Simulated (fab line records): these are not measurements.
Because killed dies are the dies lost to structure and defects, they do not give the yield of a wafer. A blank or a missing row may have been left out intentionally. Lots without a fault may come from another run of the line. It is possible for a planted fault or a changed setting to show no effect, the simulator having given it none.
A lot that was struck, set against a sound lot ; flow sfq-line ; 14 steps out of a route of 325
Sound: wafers L741.2, L741.3, L741.6. Struck: wafers L754.3, L754.4, L754.6. The cause comes at the end.
For every step that has rows: the tool of each side, followed by ch and its chambers, followed by its first start. Under that, the readings that differ: sound wafers ; struck wafers ; difference of the means ; sigmas: that difference in standard deviations of wafers without a fault.
alike: readings whose means differ by less than 2 such deviations, and words and numbers that are the same on both sides. not compared: withheld readings, readings that some wafer has no value for, bounds like >300 that may hide the same value, and numbers for which the record gives no deviation and whose values overlap.
The two part at a step that has a row with sigmas, a row that says differs or no value, or rows on one side only. Numbers that have no deviation but don't overlap get no sigmas and don't part them. A reading missing from all wafers of one side parts the sides only when that side holds two or more wafers.

first, 2 steps without rows for these wafers: SFQ_TRILAYER_R5_LITHO_PEB_139 (peb time 60 s); SFQ_TRILAYER_R5_LITHO_DEVELOP_138 (time 60 s).
SFQ_R5_OVL_MEAS_935:
  sound: overlay-02 at day 69 11:29; struck: overlay-02 at day 77 08:17
  alike: R5_OVL
SFQ_TRILAYER_R5_BARC_OPEN_METAL_ETCH_177: etches BARC in O2, target depth 125 nm, time 41.7 s.
  sound on rie-metal-03 ch 0,1, day 69 11:31; struck on rie-metal-03 ch 0,1, day 77 08:20
  alike: drypump-motor-current-A, oes-product-au
  not compared: rf-hours-counter-h
SFQ_TRILAYER_R5_ETCH_METAL_ETCH_139: etches the open film in Cl2, stops on SiO2, target depth 60 nm, time 40 s.
  sound on rie-metal-03 ch 0,1, day 69 11:34; struck on rie-metal-03 ch 0,1, day 77 08:23
  alike: drypump-motor-current-A, oes-product-au
  not compared: rf-hours-counter-h
SFQ_TRILAYER_R5_STRIP_STRIP_140: strips in O2.
  sound on rie-metal-03 ch 0,1, day 69 11:38; struck on rie-metal-03 ch 0,1, day 77 08:37
  alike: drypump-motor-current-A, oes-product-au
  not compared: rf-hours-counter-h
then, 1 step without rows for these wafers: SFQ_TRILAYER_R5_STRIP_SOLV_CLEAN_141 (cleans in NMP, time 600 s).
SFQ_TRILAYER_A5C_DEP_PECVD_142: deposits SiO2 from SiH4/N2O, time 15.556 s, target thk 70 nm.
  sound on pecvd-02 ch 0,1, day 69 12:24; struck on pecvd-03 ch 0,2, day 77 09:12
  alike: heater-power-w, throttle-valve-pct
then, 4 steps without rows for these wafers: SFQ_TRILAYER_I5_LITHO_COAT_149 (resist thk 62 nm); SFQ_TRILAYER_I5_LITHO_COAT_144 (resist thk 650 nm); SFQ_TRILAYER_I5_LITHO_SOFTBAKE_148; SFQ_TRILAYER_I5_LITHO_EXPOSE_145 (exposes mask I5, target cd 700 nm).
SFQ_TRILAYER_I5_LITHO_PEB_147: peb time 60 s.
  struck on litho-track-01, day 78 08:52; sound on litho-track-02 ch 0, day 69 18:24
  no value came back on the struck wafers for chill-plate-temp-C (C), exhaust-pa (Pa), heater-power-total-W (W); on the sound wafers chill-plate-temp-C (C) reads 23.05 23.02 23.01
then, 1 step without rows for these wafers: SFQ_TRILAYER_I5_LITHO_DEVELOP_146 (time 60 s).

== WHERE THEY PART ==
Within this record, at SFQ_TRILAYER_I5_LITHO_PEB_147 only.

WHY: whatever the simulator had introduced
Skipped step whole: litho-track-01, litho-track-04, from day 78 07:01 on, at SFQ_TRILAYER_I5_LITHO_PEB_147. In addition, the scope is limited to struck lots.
